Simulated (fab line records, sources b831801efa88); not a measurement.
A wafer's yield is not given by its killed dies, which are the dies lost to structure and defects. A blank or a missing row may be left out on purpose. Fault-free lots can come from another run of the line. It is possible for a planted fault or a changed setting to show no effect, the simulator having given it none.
8D (eight disciplines) problem report, filled in by code + flow gf180mcu + the parts of the form that need people (team, actions taken, sign-off) are left out

== 1. WHAT WENT WRONG ==
V4_CVD_00_THK at GF_V4_THK_MEAS_01 reads a mean of 900 nm on 2 wafers of 1 lot; wafers without a fault read 598 nm with a standard deviation of 7.4. Relative to the usual mean, that is a shift of +41 standard deviations.
Earliest sighting: wafer L791.1 on film-metro-03 at day 28 14:08. The record holds 36 wafers of 12 lots with a number at this step. Rule for "out" (also "out of limits"): further than 4 standard deviations from the usual mean. Any other wafer with a number is counted as sound.

== 2. WHAT IT IS, WHAT IT ISN'T ==
| question                    | is                | is not                                                                    |
|-----------------------------|-------------------|---------------------------------------------------------------------------|
| which readings at this step | V4_CVD_00_THK     | -                                                                         |
| which lots                  | L791              | L775, L776, L778, L780, L781, L782, L784, L788, L790, L792, L798          |
| which wafers of those lots  | L791.1, L791.5    | L791.6                                                                    |
| read on which gauges        | film-metro-03     | film-metro-01, film-metro-02                                              |
| when                        | from day 28 14:08 | up to then (28 sound wafers); but 6 sound wafers of L792, L798 came after |

== 3. THE SUSPECTS, EACH WITH WHAT RULES IT OUT ==
Counting: any tool at a process step up to the reading remains a suspect provided it ran every lot that is out. Sound lots after the first of them don't rule it out here, since some wafers of a struck lot are sound.
- the gauge at GF_V4_THK_MEAS_01 has been ruled out. All the wafers that are out were read on film-metro-03, but those of them that GF_V4_CVD_00 has rows for are out there too, on other tools.
- plasma-asher-02 at GF_V3_STRIP_18 (strips in O2/N2): kept. The lot that is out, L791, ran on it at day 27 16:22; the last sound lot it ran before that was L782, at day 25 02:22.
- pvd-sputter-02 at GF_M4_SPUTTER_02 (material AlCu, target thk 450 nm, time 23.9 s): kept. The lot that is out, L791, ran on it at day 27 17:46; the last sound lot it ran before that was L788, at day 27 03:14.
- hdpcvd-02 at GF_V4_CVD_00 (deposits SiO2, target thk 600 nm, time 100 s): kept. The lot that is out, L791, ran on it at day 28 14:04; the last sound lot it ran before that was L784, at day 26 18:29. Its own sih4-flow-sccm readings are out on those wafers.
- At GF_V3_STRIP_18 on plasma-asher-02, chamber 0 took the sound wafers of the same lots and chamber 1 took the wafers that are out.
- At GF_V4_CVD_00 on hdpcvd-02, chamber 0 took the sound wafers of the same lots and chamber 1 took the wafers that are out.
plasma-asher-02 at GF_V3_STRIP_18, pvd-sputter-02 at GF_M4_SPUTTER_02 and hdpcvd-02 at GF_V4_CVD_00 are what is left after counting.

== 4. THE CAUSE (what the simulator had put in) ==
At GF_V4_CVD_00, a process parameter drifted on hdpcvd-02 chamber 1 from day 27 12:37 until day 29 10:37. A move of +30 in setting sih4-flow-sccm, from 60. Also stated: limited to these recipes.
3 suspects survive the count, and this tool is in that group.

== 5. THE EFFECT CHAIN, in route order ==
Each row: a reading whose mean over the struck wafers that have a number lies more than 3 standard deviations from the usual. Readings are gone through only where the record gives a usual standard deviation; hours: the median, over the lots, of the time from a lot's start at the first step in this table giving one to that lot's start at this step; sigmas: the change measured in usual standard deviations.
| hours | step              | reading        | usual      | on struck wafers | change | sigmas      |
|-------|-------------------|----------------|------------|------------------|--------|-------------|
| 0     | GF_V4_CVD_00      | sih4-flow-sccm | 60.03 sccm | 90.09            | +30.06 | +99 or more |
| 0     | GF_V4_THK_MEAS_01 | V4_CVD_00_THK  | 598 nm     | 900              | +302   | +41         |
It contains these process steps:
- GF_V4_CVD_00: deposits SiO2, target thk 600 nm, time 100 s.

== 6. WHAT WOULD HAVE CAUGHT IT SOONER ==
In this record the first reading out of limits at a measuring or inspecting step was taken at day 28 14:08, 26 hours after the fault began at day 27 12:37.
At GF_V4_CVD_00, the tool's own readings (sih4-flow-sccm) were out on each struck wafer the step has a row for, so an alarm limit on them would have fired on the first such wafer.
All the lots that are out (1) had begun GF_V4_CVD_00 on hdpcvd-02 by day 28 14:08. None of them would have been spared by holding the tool at that moment.
